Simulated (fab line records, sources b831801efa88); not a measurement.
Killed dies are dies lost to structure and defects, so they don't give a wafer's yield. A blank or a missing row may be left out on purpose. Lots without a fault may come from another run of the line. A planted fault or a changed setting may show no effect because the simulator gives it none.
Which tool did it? | flow sky130 | 12 lots, 36 wafers sampled, at 4 steps of a route of 708

WHAT THE GAUGES READ, wafer by wafer
SKY_SD_N_OVL_MEAS_08.
lot  | measured     | on         | SD_N_OVL (nm)
L593 | day 27 08:31 | overlay-01 | 0.4 -0.2 -0.1
L599 | day 30 00:40 | overlay-01 | -2.0 -0.9 -0.3
L600 | day 30 05:40 | overlay-01 | 0.7 -0.4 0.5
L601 | day 30 12:43 | overlay-02 | 229.1 228.9 228.1
L602 | day 30 20:01 | overlay-01 | 227.5 229.2 228.1
L603 | day 31 17:34 | overlay-01 | 228.3 227.5 227.7
L604 | day 31 18:59 | overlay-02 | 228.7 228.4 227.1
L606 | day 31 23:01 | overlay-01 | -2.2 -2.6 -2.0
L607 | day 32 12:07 | overlay-02 | -1.7 -1.6 -2.7
L608 | day 33 18:40 | overlay-02 | 3.5 4.5 1.1
L610 | day 34 01:08 | overlay-01 | 0.5 -0.1 -0.7
L616 | day 35 12:22 | overlay-02 | -0.1 1.8 0.4

SKY_SD_N_RS_MEAS_18: measures by four-point-probe.
lot  | measured     | on            | RES_XHIGH_RS (ohm/sq)
L593 | day 27 09:29 | film_metro-04 | 332.4 332.6 333.1
L599 | day 30 01:37 | film_metro-02 | 335.6 336.2 336.1
L600 | day 30 06:38 | film_metro-02 | 334.2 335.7 335.2
L601 | day 30 13:40 | film_metro-03 | 334.4 333.7 334.7
L602 | day 30 21:00 | film_metro-03 | 331.4 331.6 331.8
L603 | day 31 18:31 | film_metro-03 | 330.5 331.6 329.8
L604 | day 31 19:59 | film_metro-03 | 333.9 333.2 333.9
L606 | day 32 00:00 | film_metro-04 | 331.5 332.4 331.2
L607 | day 32 13:07 | film_metro-02 | 334.3 333.3 334.8
L608 | day 33 19:37 | film_metro-03 | 333.9 332.6 332.9
L610 | day 34 02:08 | film_metro-03 | 332.9 333.1 332.7
L616 | day 35 13:20 | film_metro-03 | 334.1 334.5 333.8

WHICH TOOL RAN EACH LOT (tool, then ch and the chambers of the sampled wafers, then the start)
lot  | SKY_LDD_LDN_STRIP_12                 | SKY_SD_N_EXPOSE_04
L593 | plasma_asher-02 ch 0,1, day 22 11:19 | iline_stepper-01 ch 0, day 26 18:36
L599 | plasma_asher-03 ch 0,1, day 25 05:01 | iline_stepper-02 ch 0, day 29 10:20
L600 | plasma_asher-04 ch 0,1, day 25 08:58 | iline_stepper-02 ch 0, day 29 14:37
L601 | plasma_asher-03 ch 0,1, day 25 16:10 | iline_stepper-02 ch 0, day 29 22:32
L602 | plasma_asher-04 ch 0,1, day 25 23:33 | iline_stepper-02 ch 0, day 30 06:46
L603 | plasma_asher-02 ch 0,1, day 26 22:08 | iline_stepper-02 ch 0, day 31 03:50
L604 | plasma_asher-02 ch 0,1, day 26 22:30 | iline_stepper-02 ch 0, day 31 05:11
L606 | plasma_asher-04 ch 0,1, day 27 04:08 | iline_stepper-01 ch 0, day 31 09:37
L607 | plasma_asher-02 ch 0,1, day 27 17:40 | iline_stepper-01 ch 0, day 31 22:35
L608 | plasma_asher-04 ch 0,1, day 29 04:37 | iline_stepper-01 ch 0, day 33 05:46
L610 | plasma_asher-03 ch 0,1, day 29 08:33 | iline_stepper-01 ch 0, day 33 12:23
L616 | plasma_asher-02 ch 0,1, day 31 03:16 | iline_stepper-01 ch 0, day 35 01:27
- SKY_LDD_LDN_STRIP_12: strips in O2/N2.
- SKY_SD_N_EXPOSE_04: exposes mask NSDM, target cd 380 nm.

WHAT THE TOOLS THEMSELVES READ (means of the sampled wafers that have a number; where no wafer has one, the mark that the record gives instead)
SKY_LDD_LDN_STRIP_12.
lot  | tool            | drypump_motor_current_A (A) | oes_product_au (a.u.) | strip_time_to_endpoint_s (s)
L593 | plasma_asher-02 | 5.4                         | 0.717                 | 14.19
L599 | plasma_asher-03 | 5.8                         | 0.716                 | 14.13
L600 | plasma_asher-04 | 5.9                         | 0.717                 | 14.16
L601 | plasma_asher-03 | 5.8                         | 0.716                 | 14.18
L602 | plasma_asher-04 | 6.0                         | 0.716                 | 14.15
L603 | plasma_asher-02 | 5.3                         | 0.720                 | 14.20
L604 | plasma_asher-02 | 5.3                         | 0.716                 | 14.22
L606 | plasma_asher-04 | 5.9                         | 0.714                 | 14.17
L607 | plasma_asher-02 | 5.4                         | 0.714                 | 14.21
L608 | plasma_asher-04 | 5.6                         | 0.716                 | 14.20
L610 | plasma_asher-03 | 5.8                         | 0.712                 | 14.22
L616 | plasma_asher-02 | 5.3                         | 0.715                 | 14.17

SKY_SD_N_EXPOSE_04.
lot  | tool             | stage_vel_mm_s (mm/s)
L593 | iline_stepper-01 | 500.04
L599 | iline_stepper-02 | 499.89
L600 | iline_stepper-02 | 499.81
L601 | iline_stepper-02 | 500.15
L602 | iline_stepper-02 | 499.97
L603 | iline_stepper-02 | 500.23
L604 | iline_stepper-02 | 500.43
L606 | iline_stepper-01 | 500.20
L607 | iline_stepper-01 | 500.40
L608 | iline_stepper-01 | 500.03
L610 | iline_stepper-01 | 499.99
L616 | iline_stepper-01 | 499.91

THE ANSWER, worked out from the rows above alone
Rule: what is usual is taken from the lots themselves. Put in order of their means at a reading, lots are off if they are a third of the lots or fewer, leave a main group of 4 or more, and stand apart from it by a gap of 3 or more times the standard deviation of the main group's means; of several such gaps the widest counts. A main group whose means are all the same, to the digits that the tables above print for the reading, isn't used. A lot without any number at a reading at which 4 lots or more have one is off too. The other lots that the step has rows for count as sound. The gauges are gone through in route order, then the tools' own readings, and for those a lot's mean is taken as printed above. The first step at which some lot is off is used, and at that step the reading that is off furthest; a lot without a number counts as furthest.
Off: L601, L602, L603, L604, at SKY_SD_N_OVL_MEAS_08 (SD_N_OVL). The main group: mean -0.2 nm, standard deviation 1.6.
A tool fits if, at a process step before that reading, it ran every lot that is off, and no sound lot after the first of them. The gauges at SKY_SD_N_OVL_MEAS_08 are tried like those tools. One fits: iline_stepper-02 at SKY_SD_N_EXPOSE_04. Its last sound lot is L600 (day 29 14:37), its first lot that is off L601 (day 29 22:32): a fault that began between those two fits.

WHAT THE SIMULATOR HAD PUT IN
Scanner matching overlay: iline_stepper-02, from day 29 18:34 on, at SKY_SD_N_EXPOSE_04. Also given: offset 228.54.
Lots struck among those shown: L601, L602, L603, L604. The rule above found the same.
